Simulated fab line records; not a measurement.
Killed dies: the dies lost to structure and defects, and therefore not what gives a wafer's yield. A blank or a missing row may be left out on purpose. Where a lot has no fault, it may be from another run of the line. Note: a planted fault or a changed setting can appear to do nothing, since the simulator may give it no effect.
fab line records + flow sky130
[record]
- lots = 6
- wafers = 18
- last_day = 50
route steps=708 shown POLY_GATE@220 PAD_OPEN@708
lots with no fault: from the same line, run without faults
start_h: start of the lot's first displayed wafer, in hours after the record's first day + wait_h: hours since the lot's step before + " repeats the value in the row above + L1.1+2: several wafers, shown together as one row + - no value, or no start was given + * or withheld: withheld + < > ~ a bound
route shown NAME@n: a module of which the file shows steps, and the number in the route of the first + usual: mean and standard deviation over wafers with no fault + same: alike in all rows + chamber/n: place in a boat + sites: the reading at each site + _std_site: the standard deviation of these + _edge_site: outer sites' mean less inner sites' + radius_mm: for every site, how far away it sits from the centre of the wafer + mask NAME#n: copy n + behind: tool/chamber where the wafer was last shaped + hold: what put the lot on hold/how long, in hours/how the hold closed + device: which transistor (n, p or np) failed to switch + end of line: the tests these same wafers got at the end of their route + where a step has no rows: the recipe by itself + killed: at the first sort, the dies lost to defects and structure; wafer yield is something else + map: per-die view of a wafer (x killed, . not killed, _ where there is no die)
set.NAME: the setting as run; set.NAME@STEP: as run at that earlier step + model.NAME: the simulator's own value behind a step, which no gauge read
lots at some steps of the route; a table a step, a row a wafer
services: the hour from which a tool's chamber was out of use, counted from the record's first day as start_h (under 0 if before that day), plus the number of hours and why
[[steps]]
[step SKY_POLY_GATE_HMDS_06]
[recipe]
- prime_time_s = 60
- prime_temp_c = 120
[step SKY_POLY_GATE_COAT_07]
[recipe]
- resist = BARC
- temp_c = withheld
- time_s = withheld
- spin_rpm = 3000
- resist_thk_nm = 110
[step SKY_POLY_GATE_COAT_08]
[recipe]
- resist = KrF-thick
- spin_rpm = 3000
- resist_thk_nm = 450
[step SKY_POLY_GATE_SOFTBAKE_09]
[recipe]
- temp_c = 100
- time_s = 90
- resist = KrF-thick
[step SKY_POLY_GATE_EXPOSE_10]
[recipe]
- mask_id = P1M
- na = 0.68
- source_shape = conventional
- sigma_outer = 0.6
- target_cd_nm = 150
- dose_mj = 28
[step SKY_POLY_GATE_PEB_11]
[recipe]
- peb_temp_c = withheld
- peb_time_s = withheld
- resist = KrF-thick
[step SKY_POLY_GATE_DEVELOP_12]
[recipe]
- develop_time_s = 60
- resist = KrF-thick
- dev_temp_c = 21
[step SKY_POLY_GATE_CD_MEAS_13]
[recipe]
- target_cd_nm = 150
[usual]
- cd_nm = 150.2/1.3
| lot.wafer | tool      | chamber | start_h | wait_h | cd_nm |
|-----------|-----------|---------|---------|--------|-------|
| L726.3    | cd_sem-02 | -       | 412.85  | -      | 151.1 |
| L726.4    | "         | -       | "       | "      | 151.7 |
| L726.5    | "         | -       | "       | "      | 151.6 |
| L738.1    | cd_sem-01 | -       | 506.28  | -      | 150.6 |
| L738.2    | "         | -       | "       | "      | 150.0 |
| L738.5    | "         | -       | "       | "      | 148.3 |
| L740.2    | cd_sem-02 | -       | 521.03  | -      | 150.3 |
| L740.4    | "         | -       | "       | "      | 150.5 |
| L740.5    | "         | -       | "       | "      | 149.1 |
| L743.1    | cd_sem-01 | -       | 546.08  | -      | 151.0 |
| L743.3    | "         | -       | "       | "      | 151.4 |
| L743.4    | "         | -       | "       | "      | 150.2 |
| L744.1    | cd_sem-01 | -       | 562.94  | -      | 150.7 |
| L744.3    | "         | -       | "       | "      | 149.0 |
| L744.6    | "         | -       | "       | "      | 150.2 |
| L745.1    | cd_sem-01 | -       | 566.09  | -      | 150.5 |
| L745.2    | "         | -       | "       | "      | 150.6 |
| L745.6    | "         | -       | "       | "      | 150.6 |
[step SKY_POLY_GATE_OVL_MEAS_14]
[usual]
- POLY_GATE_OVL = 2/5.5
| lot.wafer | tool       | chamber | start_h | wait_h | POLY_GATE_OVL[nm] |
|-----------|------------|---------|---------|--------|-------------------|
| L726.3    | overlay-01 | -       | 412.95  | 0.1    | 3                 |
| L726.4    | "          | -       | "       | "      | 5                 |
| L726.5    | "          | -       | "       | "      | -2                |
| L738.1    | overlay-02 | -       | 506.40  | 0.1    | -8                |
| L738.2    | "          | -       | "       | "      | -1                |
| L738.5    | "          | -       | "       | "      | -1                |
| L740.2    | overlay-01 | -       | 521.14  | 0.1    | -1                |
| L740.4    | "          | -       | "       | "      | 3                 |
| L740.5    | "          | -       | "       | "      | 4                 |
| L743.1    | overlay-02 | -       | 546.20  | 0.1    | -1                |
| L743.3    | "          | -       | "       | "      | 8                 |
| L743.4    | "          | -       | "       | "      | 5                 |
| L744.1    | overlay-01 | -       | 563.06  | 0.1    | -1                |
| L744.3    | "          | -       | "       | "      | 2                 |
| L744.6    | "          | -       | "       | "      | -4                |
| L745.1    | overlay-01 | -       | 566.21  | 0.1    | 7                 |
| L745.2    | "          | -       | "       | "      | 0                 |
| L745.6    | "          | -       | "       | "      | 3                 |
[step SKY_POLY_GATE_ETCH_15]
[recipe]
- chemistry = N2/H2
- target = BARC
- ion_energy_ev = 200
- source_w = 500
- bias_w = 100
- pressure_mtorr = 30
- n2_flow_sccm = 100
- h2_flow_sccm = 200
- stop_on = SiO2
- time_s = 118.5
- target_depth_a = 1100
[usual]
- drypump_motor_current_A = 5.8/0.39
- oes_product_au = 0.717/0.0046
- throttle_valve_pct = 13.212/0.01
| lot.wafer | tool        | chamber | start_h | wait_h | drypump_motor_current_A | oes_product_au | rf_hours_counter_h | throttle_valve_pct |
|-----------|-------------|---------|---------|--------|-------------------------|----------------|--------------------|--------------------|
| L726.3    | rie_diel-04 | 1       | 412.97  | 0.0    | 5.7                     | 0.720          | 58                 | 13.224             |
| L726.4    | "           | 3       | "       | "      | 6.1                     | 0.714          | 18                 | 13.220             |
| L726.5    | "           | 2       | "       | "      | 6.3                     | 0.713          | -                  | 13.221             |
| L738.1    | rie_diel-01 | 1       | 506.43  | 0.0    | 5.8                     | 0.709          | 15                 | 13.208             |
| L738.2    | "           | 0       | "       | "      | 6.2                     | 0.723          | 2                  | 13.197             |
| L738.5    | "           | 3       | "       | "      | 5.8                     | 0.715          | -                  | 13.203             |
| L740.2    | rie_diel-01 | 2       | 521.17  | 0.0    | 5.8                     | 0.718          | 72                 | 13.224             |
| L740.4    | "           | 2       | "       | "      | 5.8                     | 0.715          | -                  | 13.213             |
| L740.5    | "           | 1       | "       | "      | 5.8                     | 0.721          | -                  | 13.198             |
| L743.1    | rie_diel-03 | 0       | 546.23  | 0.0    | 5.3                     | 0.721          | 7                  | 13.211             |
| L743.3    | "           | 1       | "       | "      | 5.0                     | 0.718          | 4                  | 13.214             |
| L743.4    | "           | 2       | "       | "      | 5.5                     | 0.717          | 13                 | 13.223             |
| L744.1    | rie_diel-01 | 0       | 563.09  | 0.0    | 6.1                     | 0.712          | 3                  | 13.214             |
| L744.3    | "           | 3       | "       | "      | 5.8                     | 0.716          | 63                 | 13.207             |
| L744.6    | "           | 1       | "       | "      | 5.8                     | 0.719          | -                  | 13.237             |
| L745.1    | rie_diel-01 | 3       | 566.24  | 0.0    | 5.8                     | 0.727          | 63                 | 13.202             |
| L745.2    | "           | 2       | "       | "      | 5.8                     | 0.712          | 73                 | 13.199             |
| L745.6    | "           | 2       | "       | "      | 5.8                     | 0.722          | -                  | 13.204             |
[step SKY_POLY_GATE_ETCH_16]
[recipe]
- stop_on = poly-Si
- chemistry = CH3F/O2
- target = Si3N4
- source_w = 400
- bias_w = 80
- pressure_mtorr = 25
- ch3f_flow_sccm = 40
- O2_flow_sccm = 30
- time_s = 147.5
- target_depth_a = 750
[usual]
- drypump_motor_current_A = 5.7/0.39
- oes_product_au = 0.643/0.0052
- throttle_valve_pct = 10.536/0.0099
| lot.wafer | tool        | chamber | start_h | wait_h | drypump_motor_current_A | oes_product_au | rf_hours_counter_h | throttle_valve_pct |
|-----------|-------------|---------|---------|--------|-------------------------|----------------|--------------------|--------------------|
| L726.3    | rie_diel-04 | 1       | 413.05  | 0.0    | 5.7                     | 0.634          | 58                 | 10.541             |
| L726.4    | "           | 3       | "       | "      | 6.1                     | 0.633          | 18                 | 10.536             |
| L726.5    | "           | 2       | "       | "      | 6.3                     | 0.637          | -                  | 10.528             |
| L738.1    | rie_diel-01 | 1       | 506.52  | 0.0    | 5.8                     | 0.644          | 15                 | 10.523             |
| L738.2    | "           | 0       | "       | "      | 6.1                     | 0.647          | 2                  | 10.532             |
| L738.5    | "           | 3       | "       | "      | 5.8                     | 0.643          | -                  | 10.542             |
| L740.2    | rie_diel-01 | 2       | 521.25  | 0.0    | 5.8                     | 0.634          | 72                 | 10.533             |
| L740.4    | "           | 2       | "       | "      | 5.8                     | 0.645          | -                  | 10.520             |
| L740.5    | "           | 1       | "       | "      | 5.8                     | 0.646          | -                  | 10.545             |
| L743.1    | rie_diel-03 | 0       | 546.32  | 0.0    | 5.3                     | 0.652          | 7                  | 10.553             |
| L743.3    | "           | 1       | "       | "      | 5.0                     | 0.644          | 4                  | 10.526             |
| L743.4    | "           | 2       | "       | "      | 5.4                     | 0.640          | 13                 | 10.524             |
| L744.1    | rie_diel-01 | 0       | 563.17  | 0.0    | 6.1                     | 0.640          | 3                  | 10.530             |
| L744.3    | "           | 3       | "       | "      | 5.8                     | 0.645          | 63                 | 10.535             |
| L744.6    | "           | 1       | "       | "      | 5.8                     | 0.649          | -                  | 10.521             |
| L745.1    | rie_diel-01 | 3       | 566.32  | 0.0    | 5.8                     | 0.639          | 63                 | 10.525             |
| L745.2    | "           | 2       | "       | "      | 5.8                     | 0.646          | 73                 | 10.522             |
| L745.6    | "           | 2       | "       | "      | 5.8                     | 0.648          | -                  | 10.542             |
[step SKY_POLY_GATE_ETCH_17]
[recipe]
- target_depth_nm = 180
- stop_on = SiO2
- over_etch_frac = 0.56667
- chemistry = HBr/Cl2
- target = poly-Si
- icp_w = 400
- bias_w = 100
- pressure_mtorr = 10
- HBr_flow_sccm = 150
- Cl2_flow_sccm = 50
- time_s = 70.5
[usual]
- drypump_motor_current_A = 5.8/0.48
- oes_product_au = 0.984/0.007
- throttle_valve_pct = 33.686/0.0086
| lot.wafer | tool      | chamber | start_h | wait_h | drypump_motor_current_A | oes_product_au | rf_hours_counter_h | throttle_valve_pct |
|-----------|-----------|---------|---------|--------|-------------------------|----------------|--------------------|--------------------|
| L726.3    | rie_si-01 | 1       | 413.15  | 0.0    | 5.6                     | 0.974          | 2                  | 33.687             |
| L726.4    | "         | 2       | "       | "      | 6.7                     | 0.976          | -                  | 33.684             |
| L726.5    | "         | 3       | "       | "      | 6.1                     | 0.970          | -                  | 33.677             |
| L738.1    | rie_si-01 | 3       | 506.62  | 0.0    | 6.0                     | 0.988          | 44                 | 33.684             |
| L738.2    | "         | 0       | "       | "      | 5.9                     | 0.992          | 27                 | 33.689             |
| L738.5    | "         | 2       | "       | "      | 6.7                     | 0.987          | -                  | 33.676             |
| L740.2    | rie_si-02 | 1       | 521.35  | 0.0    | 4.8                     | 0.982          | 1                  | 33.688             |
| L740.4    | "         | 0       | "       | "      | 5.6                     | 0.984          | 4                  | 33.690             |
| L740.5    | "         | 0       | "       | "      | 5.6                     | 0.989          | -                  | 33.694             |
| L743.1    | rie_si-02 | 0       | 546.42  | 0.0    | 5.6                     | 0.990          | 4                  | 33.681             |
| L743.3    | "         | 1       | "       | "      | 4.8                     | 0.988          | 1                  | 33.672             |
| L743.4    | "         | 2       | "       | "      | 5.7                     | 0.990          | 0                  | 33.682             |
| L744.1    | rie_si-01 | 2       | 563.27  | 0.0    | 6.6                     | 0.984          | 0                  | 33.681             |
| L744.3    | "         | 0       | "       | "      | 5.9                     | 0.974          | 27                 | 33.683             |
| L744.6    | "         | 0       | "       | "      | 5.9                     | 0.982          | -                  | 33.682             |
| L745.1    | rie_si-02 | 2       | 566.42  | 0.0    | 5.7                     | 0.991          | 1                  | 33.675             |
| L745.2    | "         | 3       | "       | "      | 5.9                     | 0.988          | 3                  | 33.686             |
| L745.6    | "         | 0       | "       | "      | 5.6                     | 0.981          | -                  | 33.694             |
[step SKY_POLY_GATE_STRIP_18]
[recipe]
- chemistry = O2/N2
- power_w = 1400
- pressure_mtorr = 1500
- platen_temp_c = withheld
- o2_flow_sccm = 3000
- n2_flow_sccm = 300
- overash_fraction = 0.5
[usual]
- chamber_pressure_mTorr = 1500.0/1.4
- drypump_motor_current_A = 5.6/0.6
- oes_product_au = 0.361/0.005
- strip_time_to_endpoint_s = 3.16/0.049
| lot.wafer | tool            | chamber | start_h | wait_h | chamber_pressure_mTorr | drypump_motor_current_A | oes_product_au | rf_hours_counter_h | strip_time_to_endpoint_s | model.KrF-thick_of_POLY_GATE_COAT_08.thk_nm | model.BARC_of_POLY_GATE_COAT_07.thk_nm |
|-----------|-----------------|---------|---------|--------|------------------------|-------------------------|----------------|--------------------|--------------------------|---------------------------------------------|----------------------------------------|
| L726.3    | plasma_asher-03 | 0       | 413.24  | 0.1    | 1499.9                 | 4.9                     | 0.366          | -                  | 3.14                     | 0                                           | 0                                      |
| L726.4    | "               | 1       | "       | "      | 1501.1                 | 6.3                     | 0.365          | -                  | 3.25                     | 0                                           | 0                                      |
| L726.5    | "               | 0       | "       | "      | 1500.3                 | 4.9                     | 0.355          | -                  | 3.11                     | 0                                           | 0                                      |
| L738.1    | plasma_asher-01 | 1       | 506.67  | 0.0    | -                      | -                       | -              | -                  | -                        | 140.3                                       | 110.1                                  |
| L738.2    | "               | 0       | "       | "      | -                      | -                       | -              | -                  | -                        | 139.8                                       | 110.3                                  |
| L738.5    | "               | 1       | "       | "      | -                      | -                       | -              | -                  | -                        | 131.9                                       | 110.2                                  |
| L740.2    | plasma_asher-02 | 0       | 521.41  | 0.0    | -                      | -                       | -              | -                  | -                        | 141.9                                       | 110.8                                  |
| L740.4    | "               | 1       | "       | "      | -                      | -                       | -              | -                  | -                        | 143.6                                       | 110.3                                  |
| L740.5    | "               | 1       | "       | "      | -                      | -                       | -              | -                  | -                        | 140.2                                       | 110.7                                  |
| L743.1    | plasma_asher-03 | 0       | 546.47  | 0.0    | 1498.6                 | 4.9                     | 0.365          | 43                 | 3.25                     | 0                                           | 0                                      |
| L743.3    | "               | 0       | "       | "      | 1500.5                 | 4.9                     | 0.368          | -                  | 3.25                     | 0                                           | 0                                      |
| L743.4    | "               | 1       | "       | "      | 1500.0                 | 6.3                     | 0.360          | -                  | 3.15                     | 0                                           | 0                                      |
| L744.1    | plasma_asher-01 | 1       | 563.33  | 0.0    | 1500.6                 | 5.6                     | 0.356          | 87                 | 3.17                     | 0                                           | 0                                      |
| L744.3    | "               | 0       | "       | "      | 1499.5                 | 6.4                     | 0.359          | -                  | 3.12                     | 0                                           | 0                                      |
| L744.6    | "               | 1       | "       | "      | 1499.5                 | 5.6                     | 0.356          | -                  | 3.16                     | 0                                           | 0                                      |
| L745.1    | plasma_asher-01 | 0       | 566.48  | 0.0    | 1501.0                 | 6.4                     | 0.356          | 87                 | 3.06                     | 0                                           | 0                                      |
| L745.2    | "               | 1       | "       | "      | 1501.1                 | 5.6                     | 0.361          | 87                 | 3.16                     | 0                                           | 0                                      |
| L745.6    | "               | 0       | "       | "      | 1497.8                 | 6.4                     | 0.363          | -                  | 3.15                     | 0                                           | 0                                      |
[step SKY_POLY_GATE_CLEAN_19]
[recipe]
- chemistry = SC1/SC2
- mix = 1:4:20
- temp_c = 70
- time_s = 150
- dry = n2_spin
[step SKY_PAD_OPEN_PROBE_99]
[usual]
- killed_at_M0_to_M3 = 43/7
- killed_at_M4_up = 3.1/1.9
- killed_at_contacts = 25/6.1
- killed_at_front_end = 15/4.5
- killed_at_other = 0.3/0.55
- killed_dies = 87/8.9
- killed_on_rim = 17/4
- killed_open = 47/6.4
- killed_short = 40/6.6
[same]
- gross_dies = 492
- killed_at_back_side = 0
| lot.wafer | tool      | chamber | start_h | wait_h | killed_at_M0_to_M3 | killed_at_M4_up | killed_at_contacts | killed_at_front_end | killed_at_other | killed_dies | killed_on_rim | killed_open | killed_short |
|-----------|-----------|---------|---------|--------|--------------------|-----------------|--------------------|---------------------|-----------------|-------------|---------------|-------------|--------------|
| L726.3    | prober-02 | -       | 1106.37 | 0.2    | 47                 | 7               | 28                 | 7                   | 0               | 89          | 14            | 47          | 41           |
| L726.4    | prober-02 | -       | 1106.42 | 0.2    | 43                 | 5               | 30                 | 16                  | 0               | 94          | 16            | 54          | 40           |
| L726.5    | prober-02 | -       | 1106.47 | 0.2    | 49                 | 0               | 26                 | 9                   | 0               | 84          | 23            | 45          | 38           |
| L738.1    | prober-01 | -       | 1165.04 | 0.1    | 54                 | 2               | 30                 | 406                 | 0               | 492         | 96            | 54          | 48           |
| L738.2    | prober-01 | -       | 1165.09 | 0.1    | 58                 | 2               | 33                 | 399                 | 0               | 492         | 96            | 58          | 44           |
| L738.5    | prober-01 | -       | 1165.24 | 0.2    | 38                 | 4               | 25                 | 425                 | 0               | 492         | 96            | 45          | 36           |
| L740.2    | prober-02 | -       | 1172.62 | 0.1    | 40                 | 5               | 32                 | 415                 | 0               | 492         | 96            | 51          | 38           |
| L740.4    | prober-02 | -       | 1172.72 | 0.2    | 46                 | 2               | 31                 | 413                 | 0               | 492         | 96            | 53          | 34           |
| L740.5    | prober-02 | -       | 1172.77 | 0.2    | 50                 | 2               | 21                 | 419                 | 0               | 492         | 96            | 53          | 38           |
| L743.1    | prober-02 | -       | 1187.93 | 0.1    | 47                 | 2               | 22                 | 15                  | 1               | 87          | 17            | 46          | 41           |
| L743.3    | prober-02 | -       | 1188.03 | 0.2    | 46                 | 1               | 28                 | 12                  | 0               | 87          | 18            | 45          | 42           |
| L743.4    | prober-02 | -       | 1188.08 | 0.2    | 47                 | 2               | 23                 | 14                  | 0               | 86          | 20            | 44          | 42           |
| L745.1    | prober-01 | -       | 1198.71 | 0.1    | 38                 | 2               | 23                 | 16                  | 0               | 79          | 13            | 38          | 41           |
| L745.2    | prober-01 | -       | 1198.76 | 0.1    | 48                 | 1               | 23                 | 9                   | 0               | 81          | 15            | 47          | 34           |
| L745.6    | prober-01 | -       | 1198.96 | 0.2    | 53                 | 8               | 26                 | 20                  | 0               | 107         | 18            | 53          | 54           |
| L744.1    | prober-02 | -       | 1201.93 | 0.1    | 30                 | 1               | 25                 | 29                  | 0               | 85          | 24            | 45          | 40           |
| L744.3    | prober-02 | -       | 1202.03 | 0.2    | 23                 | 4               | 25                 | 13                  | 0               | 65          | 13            | 32          | 33           |
| L744.6    | prober-02 | -       | 1202.18 | 0.2    | 30                 | 4               | 39                 | 27                  | 1               | 101         | 23            | 48          | 53           |
// killed by level:class
L726.3 METAL2:geometric_particle:short=11 LI_CONTACT:geometric_particle:open=8 CONTACT:geometric_particle:open=8 VIA1:geometric_particle:open=8 CONTACT:geometric_particle:short=7 VIA3:geometric_particle:open=7 VIA1:geometric_particle:short=4 VIA2:geometric_particle:open=4
L726.4 VIA1:geometric_particle:open=12 CONTACT:geometric_particle:open=10 VIA2:geometric_particle:open=9 LI_CONTACT:geometric_particle:open=7 CONTACT:geometric_particle:short=6 METAL2:geometric_particle:short=6 FIELD_ISO:geometric_particle:short=4 FIELD_ISO:geometric_particle:open=4
L726.5 LI_CONTACT:geometric_particle:open=10 VIA1:geometric_particle:open=10 VIA3:geometric_particle:open=9 CONTACT:geometric_particle:open=8 METAL2:geometric_particle:short=7 CONTACT:geometric_particle:short=6 VIA1:geometric_particle:short=6 VIA2:geometric_particle:open=5
L738.1 POLY_GATE:area_oxidation=390 LI_CONTACT:geometric_particle:open=10 VIA2:geometric_particle:open=10 CONTACT:geometric_particle:open=9 METAL1:geometric_particle:short=7 VIA1:geometric_particle:open=7 METAL3:geometric_particle:short=7 POLY_GATE:geometric_particle:short=6
L738.2 POLY_GATE:area_oxidation=389 CONTACT:geometric_particle:open=14 VIA2:geometric_particle:open=13 LI_CONTACT:geometric_particle:open=9 VIA3:geometric_particle:open=8 VIA1:geometric_particle:open=8 METAL1:geometric_particle:short=7 FIELD_ISO:geometric_particle:short=4
L738.5 POLY_GATE:area_oxidation=410 CONTACT:geometric_particle:open=11 VIA1:geometric_particle:short=8 VIA1:geometric_particle:open=8 METAL1:geometric_particle:short=7 LI_CONTACT:geometric_particle:open=5 POLY_GATE:geometric_particle:short=4 LI_CONTACT:geometric_particle:short=4
L740.2 POLY_GATE:area_oxidation=401 LI_CONTACT:geometric_particle:open=11 CONTACT:geometric_particle:open=10 VIA3:geometric_particle:open=8 LOCAL_INTERCONNECT:geometric_particle:short=7 POLY_GATE:geometric_particle:short=5 VIA1:geometric_particle:open=5 METAL1:geometric_particle:open=4
L740.4 POLY_GATE:area_oxidation=405 CONTACT:geometric_particle:open=12 VIA3:geometric_particle:open=9 LI_CONTACT:geometric_particle:open=8 VIA1:geometric_particle:open=8 VIA2:geometric_particle:open=7 METAL1:geometric_particle:short=5 FIELD_ISO:geometric_particle:short=4
L740.5 POLY_GATE:area_oxidation=399 VIA2:geometric_particle:open=12 VIA3:geometric_particle:open=9 VIA1:geometric_particle:open=8 CONTACT:geometric_particle:open=8 METAL1:geometric_particle:short=6 METAL2:geometric_particle:short=6 LI_CONTACT:geometric_particle:open=5
L743.1 VIA1:geometric_particle:open=17 LOCAL_INTERCONNECT:geometric_particle:short=7 FIELD_ISO:geometric_particle:open=6 METAL1:geometric_particle:short=6 VIA2:geometric_particle:open=6 LI_CONTACT:geometric_particle:open=4 VIA1:geometric_particle:short=4 LI_CONTACT:geometric_particle:short=3
L743.3 VIA1:geometric_particle:open=11 LOCAL_INTERCONNECT:geometric_particle:short=8 LI_CONTACT:geometric_particle:open=7 CONTACT:geometric_particle:open=7 VIA1:geometric_particle:short=7 VIA2:geometric_particle:open=7 METAL2:geometric_particle:short=6 METAL1:geometric_particle:short=6
L743.4 VIA3:geometric_particle:open=11 VIA2:geometric_particle:open=9 CONTACT:geometric_particle:open=8 CONTACT:geometric_particle:short=6 METAL1:geometric_particle:short=6 VIA1:geometric_particle:short=6 FIELD_ISO:geometric_particle:short=4 FIELD_ISO:geometric_particle:open=4
L745.1 CONTACT:geometric_particle:open=9 VIA1:geometric_particle:open=9 METAL2:geometric_particle:short=8 FIELD_ISO:geometric_particle:short=6 LOCAL_INTERCONNECT:geometric_particle:short=5 METAL1:geometric_particle:short=5 POLY_GATE:geometric_particle:short=4 LI_CONTACT:geometric_particle:open=4
L745.2 VIA3:geometric_particle:open=10 VIA1:geometric_particle:open=9 CONTACT:geometric_particle:short=6 METAL2:geometric_particle:short=6 FIELD_ISO:geometric_particle:open=5 CONTACT:geometric_particle:open=5 VIA2:geometric_particle:short=5 VIA3:geometric_particle:short=5
L745.6 VIA1:geometric_particle:open=14 LI_CONTACT:geometric_particle:open=7 CONTACT:geometric_particle:open=7 METAL2:geometric_particle:short=7 FIELD_ISO:geometric_particle:short=6 VIA1:geometric_particle:short=6 METAL4:geometric_particle:short=6 VIA2:geometric_particle:short=6
L744.1 FIELD_ISO:geometric_particle:short=9 LI_CONTACT:geometric_particle:open=8 POLY_GATE:geometric_particle:short=7 VIA3:geometric_particle:open=7 VIA1:geometric_particle:open=6 FIELD_ISO:geometric_particle:open=5 CONTACT:geometric_particle:open=5 POLY_GATE:geometric_particle:open=4
L744.3 CONTACT:geometric_particle:open=10 CONTACT:geometric_particle:short=6 VIA1:geometric_particle:open=4 LOCAL_INTERCONNECT:geometric_particle:short=4 METAL2:geometric_particle:short=4 FIELD_ISO:geometric_particle:open=3 POLY_GATE:geometric_particle:short=3 LI_CONTACT:geometric_particle:short=3
L744.6 CONTACT:geometric_particle:open=14 LOCAL_INTERCONNECT:geometric_particle:short=11 POLY_GATE:geometric_particle:open=9 FIELD_ISO:geometric_particle:short=6 POLY_GATE:geometric_particle:short=6 LI_CONTACT:geometric_particle:open=6 VIA3:geometric_particle:short=5 CONTACT:geometric_particle:short=5
// map L738.1 (x killed, . not)
__________xxxxxxxxxx_________
________xxxxxxxxxxxxxx_______
______xxxxxxxxxxxxxxxxxx_____
_____xxxxxxxxxxxxxxxxxxxx____
____xxxxxxxxxxxxxxxxxxxxxx___
___xxxxxxxxxxxxxxxxxxxxxxxx__
__xxxxxxxxxxxxxxxxxxxxxxxxxx_
_xxxxxxxxxxxxxxxxxxxxxxxxxxxx
_xxxxxxxxxxxxxxxxxxxxxxxxxxxx
_xxxxxxxxxxxxxxxxxxxxxxxxxxxx
_xxxxxxxxxxxxxxxxxxxxxxxxxxxx
_xxxxxxxxxxxxxxxxxxxxxxxxxxxx
_xxxxxxxxxxxxxxxxxxxxxxxxxxxx
_xxxxxxxxxxxxxxxxxxxxxxxxxxxx
_xxxxxxxxxxxxxxxxxxxxxxxxxxxx
__xxxxxxxxxxxxxxxxxxxxxxxxxx_
___xxxxxxxxxxxxxxxxxxxxxxxx__
____xxxxxxxxxxxxxxxxxxxxxx___
_____xxxxxxxxxxxxxxxxxxxx____
______xxxxxxxxxxxxxxxxxx_____
________xxxxxxxxxxxxxx_______
__________xxxxxxxxxx_________
// map L740.2 (x killed, . not)
__________xxxxxxxxxx_________
________xxxxxxxxxxxxxx_______
______xxxxxxxxxxxxxxxxxx_____
_____xxxxxxxxxxxxxxxxxxxx____
____xxxxxxxxxxxxxxxxxxxxxx___
___xxxxxxxxxxxxxxxxxxxxxxxx__
__xxxxxxxxxxxxxxxxxxxxxxxxxx_
_xxxxxxxxxxxxxxxxxxxxxxxxxxxx
_xxxxxxxxxxxxxxxxxxxxxxxxxxxx
_xxxxxxxxxxxxxxxxxxxxxxxxxxxx
_xxxxxxxxxxxxxxxxxxxxxxxxxxxx
_xxxxxxxxxxxxxxxxxxxxxxxxxxxx
_xxxxxxxxxxxxxxxxxxxxxxxxxxxx
_xxxxxxxxxxxxxxxxxxxxxxxxxxxx
_xxxxxxxxxxxxxxxxxxxxxxxxxxxx
__xxxxxxxxxxxxxxxxxxxxxxxxxx_
___xxxxxxxxxxxxxxxxxxxxxxxx__
____xxxxxxxxxxxxxxxxxxxxxx___
_____xxxxxxxxxxxxxxxxxxxx____
______xxxxxxxxxxxxxxxxxx_____
________xxxxxxxxxxxxxx_______
__________xxxxxxxxxx_________
[[services]]
| tool            | chamber | start_h | hours | kind           |
|-----------------|---------|---------|-------|----------------|
| rie_diel-03     | 3       | 394.23  | 6.4   | repair         |
| rie_diel-01     | 1       | 398.59  | 2.4   | repair         |
| rie_si-01       | 0       | 412.37  | 3.3   | repair         |
| rie_diel-01     | -       | 412.76  | 2.8   | pm             |
| rie_si-02       | 2       | 413.37  | -     | clean          |
| rie_si-02       | 2       | 413.37  | 22.4  | scheduled_down |
| plasma_asher-02 | -       | 421.25  | 9.0   | pm             |
| rie_diel-04     | 3       | 428.26  | 2.0   | repair         |
| plasma_asher-02 | -       | 436.40  | 1.2   | repair         |
| rie_si-02       | -       | 437.65  | 2.8   | pm             |
| rie_si-01       | 1       | 437.72  | 11.8  | repair         |
| rie_diel-01     | 2       | 439.65  | 8.7   | repair         |
| rie_si-01       | 0       | 440.12  | 13.9  | repair         |
| rie_diel-03     | 0       | 457.09  | 44.6  | repair         |
| rie_diel-03     | 1       | 457.36  | 15.0  | repair         |
| rie_diel-04     | 0       | 461.89  | 11.9  | repair         |
| rie_diel-01     | 3       | 468.79  | 8.2   | repair         |
| rie_si-01       | 1       | 485.50  | 7.6   | repair         |
| rie_diel-03     | 2       | 489.26  | 5.8   | repair         |
| rie_diel-03     | -       | 490.85  | 4.2   | repair         |
| plasma_asher-02 | -       | 498.19  | 2.2   | repair         |
| rie_diel-01     | 0       | 516.60  | 16.0  | repair         |
| rie_diel-01     | 3       | 539.05  | 3.9   | repair         |
| rie_si-02       | -       | 540.95  | 2.7   | repair         |
[[key]]
[first_sign]
- step = SKY_POLY_GATE_STRIP_18
- reading = tool_record
- direction = missing
[effect]
- step = SKY_PAD_OPEN_PROBE_99
- reading = killed_at_front_end
- direction = up
- sigmas = 88
- usual = 15
- struck = 413
[model_effect]
- step = SKY_POLY_GATE_STRIP_18
- value = KrF-thick_of_POLY_GATE_COAT_08.thk_nm
- without = 0
- struck = 139.6
[more_kills_born_at]
- SKY_POLY_GATE_OXIDATION_20@furnace-01 = 2394
met_at SKY_POLY_GATE_STRIP_18
struck_wafers L738.1,L738.2,L738.5,L740.2,L740.4,L740.5
later_rows_left_out L738.1,L738.2,L738.5,L740.2,L740.4,L740.5
tester_left_out L738,L740
[fault]
- kind = skipped_step_whole
- tool = plasma_asher-01,plasma_asher-02
- chamber = -
- onset_h = 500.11
- steps = SKY_POLY_GATE_STRIP_18
- scope = struck_lots_only
// tester_left_out: of these lots the tester's yield and bins aren't shown, on N5 and GAA mostly nor the transistor test; their killed dies are dies lost to structure and defects alone, not to doping, threshold or leakage, so they don't give the yield
// later_rows_left_out: the simulator's readings of these wafers behind a module that went badly wrong aren't trusted and aren't shown, but for the sort
